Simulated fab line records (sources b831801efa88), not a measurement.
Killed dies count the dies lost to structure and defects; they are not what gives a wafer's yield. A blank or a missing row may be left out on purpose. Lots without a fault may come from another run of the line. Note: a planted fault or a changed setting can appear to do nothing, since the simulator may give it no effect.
Which tool did it?	flow gf180mcu	6 lots with 18 wafers sampled at 2 steps, on a route of 602 steps

## WHAT THE GAUGES READ, wafer by wafer
GF_HV_LDD_OVL_MEAS_32.
lot	measured	on	HV_LDD_02_OVL (nm)
L596	day 12 00:28	overlay-02	-1.0 -2.8 -1.7
L601	day 13 23:05	overlay-01	-1.6 -0.4 -1.7
L603	day 14 15:11	overlay-01	-1.1 1.1 0.1
L606	day 15 10:32	overlay-01	2.4 2.5 0.8
L611	day 17 01:32	overlay-01	326.5 327.4 324.4
L614	day 18 01:25	overlay-01	-0.1 0.4 -0.6

## EACH LOT AND THE TOOL THAT RAN IT (in order: tool; ch and the chambers of the sampled wafers; start)
lot	GF_HV_LDD_EXPOSE_28
L596	iline stepper-01 ch 0, day 11 15:12
L601	iline stepper-02 ch 0, day 13 13:16
L603	iline stepper-02 ch 0, day 14 04:23
L606	iline stepper-02 ch 0, day 14 23:39
L611	iline stepper-01 ch 0, day 16 14:39
L614	iline stepper-02 ch 0, day 17 14:12
- GF_HV_LDD_EXPOSE_28: exposes mask Nplus HV AREA, target cd 400 nm.

## THE ANSWER, worked out from the rows above alone
Rule: the usual values come from the lots themselves. The widest of any qualifying gaps counts: lots, ordered by their means at a reading, are off when they make up no more than a third of the lots, leave a main group of 4 or more, and stand apart from it by 3 or more times the standard deviation of that group's means. A main group is skipped when, at the precision printed for the reading in the tables above, its means are all equal. A lot without any number at a reading at which 4 lots or more have one is off too. Where the step has rows for the other lots, those lots are counted as sound.
Off: at GF_HV_LDD_OVL_MEAS_32 (HV_LDD_02_OVL), L611. Main group: mean -0.2 nm, sd 1.3.
If a tool, at a process step before that reading, ran all the lots that are off and no sound lot after the first of them, it fits. Those tools and the gauges at GF_HV_LDD_OVL_MEAS_32 are tried in the same way. One fits: iline stepper-01 at GF_HV_LDD_EXPOSE_28. A fault onset in the window from L596 (day 11 15:12, its last sound lot) to L611 (day 16 14:39, its first lot off) fits.

## WHAT THE SIMULATOR HAD PUT IN
Scanner matching overlay: iline stepper-01, from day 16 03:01 on, at GF_HV_LDD_EXPOSE_28. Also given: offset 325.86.
Lots struck among those shown: L611. The rule above found the same.
